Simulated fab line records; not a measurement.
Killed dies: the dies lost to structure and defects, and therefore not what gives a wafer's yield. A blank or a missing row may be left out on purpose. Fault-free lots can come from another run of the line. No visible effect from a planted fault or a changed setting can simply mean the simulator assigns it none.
Problem report in the 8D (eight disciplines) form, filled by code ; flow sky130 ; the parts of the form that need people (team, actions taken, sign-off) are left out

== 1. PROBLEM STATEMENT ==
Mean METAL2_ALCU_RS at SKY_METAL2_RS_MEAS_05: 0.1633 ohm/sq over 5 wafers in 3 lots; fault-free wafers: 0.1272 ohm/sq, standard deviation 0.0014. Measured from the usual mean, that is +26 standard deviations.
The step: measures by four-point-probe.
First observed at day 38 02:03: wafer L106.2, on filmMetro-03. The record holds 30 wafers of 10 lots with a number at this step. By rule, "out" or "out of limits" means more than 4 standard deviations away from the usual mean. The other wafers with a number count as sound.

== 2. WHAT IT IS, WHAT IT ISN'T ==
question;is;is not
which readings at this step;METAL2_ALCU_RS;-
which lots;L106, L109, L110;L100, L104, L105, L114, L115, L995, L999
which wafers of those lots;L106.2, L109.1, L109.5, L110.2, L110.6;L106.1, L106.6, L109.6, L110.1
read on which gauges;filmMetro-01, filmMetro-02, filmMetro-03;-
when;from day 38 02:03;"up to then (14 sound wafers); but 11 sound wafers of L105, L109, L110, L114, L115 came after"

== 3. WHAT RULES OUT EACH SUSPECT ==
Counting: if a tool at a process step up to the reading ran every lot that is out, it stays a suspect. Sound lots after the first of them don't rule it out here, since some wafers of a struck lot are sound.
- ruled out: the gauge at SKY_METAL2_RS_MEAS_05. 3 gauges (filmMetro-01, filmMetro-02, filmMetro-03) read the wafers that are out.
- pvdSputter-02 at SKY_METAL2_SPUTTER_02 (material AlCu, target thk 250 nm, time 13.3 s): kept. It ran every lot that is out, first L106 (day 38 01:58); its last sound lot up to then is L104 (day 37 11:13).
Left after counting: pvdSputter-02 at SKY_METAL2_SPUTTER_02.

== 4. THE CAUSE (what the simulator had put in) ==
Site profile drift: pvdSputter-02, from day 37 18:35 on, at SKY_METAL2_SPUTTER_02. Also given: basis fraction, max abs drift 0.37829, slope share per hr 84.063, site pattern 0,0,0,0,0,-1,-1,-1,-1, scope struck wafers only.
After counting, this tool was the only one left.

== 5. THE EFFECT CHAIN, in route order ==
Each row: a reading where the mean over the struck wafers with a number is more than 3 standard deviations away from the usual. Readings are gone through only where the record gives a usual standard deviation; hours: the median, over the lots, of the time from a lot's start at the first step in this table giving one to that lot's start at this step; sigmas: the change measured in usual standard deviations.
hours;step;reading;usual;on struck wafers;change;sigmas
0;SKY_METAL2_RS_MEAS_05;METAL2_ALCU_RS;0.1272 ohm/sq;0.1633;+0.0361;+26
0;SKY_METAL2_THK_MEAS_06;METAL2_ALCU_THK;254.5 nm;211.9;-42.6;-15
25;SKY_METAL2_METAL_ETCH_19;oesProductAu;0.854 a.u.;0.797;-0.057;-10
Process steps it contains:
- SKY_METAL2_METAL_ETCH_19: etches the open film in Cl2/BCl3, stops on SiO2, target depth 360 nm, time 78 s.

== 6. WHAT WOULD HAVE CAUGHT IT SOONER ==
7 hours passed between the start of the fault at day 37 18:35 and the first reading out of limits at a measuring or inspecting step in this record, taken at day 38 02:03.
Of the tool readings at SKY_METAL2_SPUTTER_02 for which the record gives a usual standard deviation, none was out on any struck wafer, so an alarm limit of 4 standard deviations on them would not have fired.
Lots out: 3; of these, L109, L110 started SKY_METAL2_SPUTTER_02 on pvdSputter-02 after day 38 02:03. A hold on the tool at that time would have spared those 2.
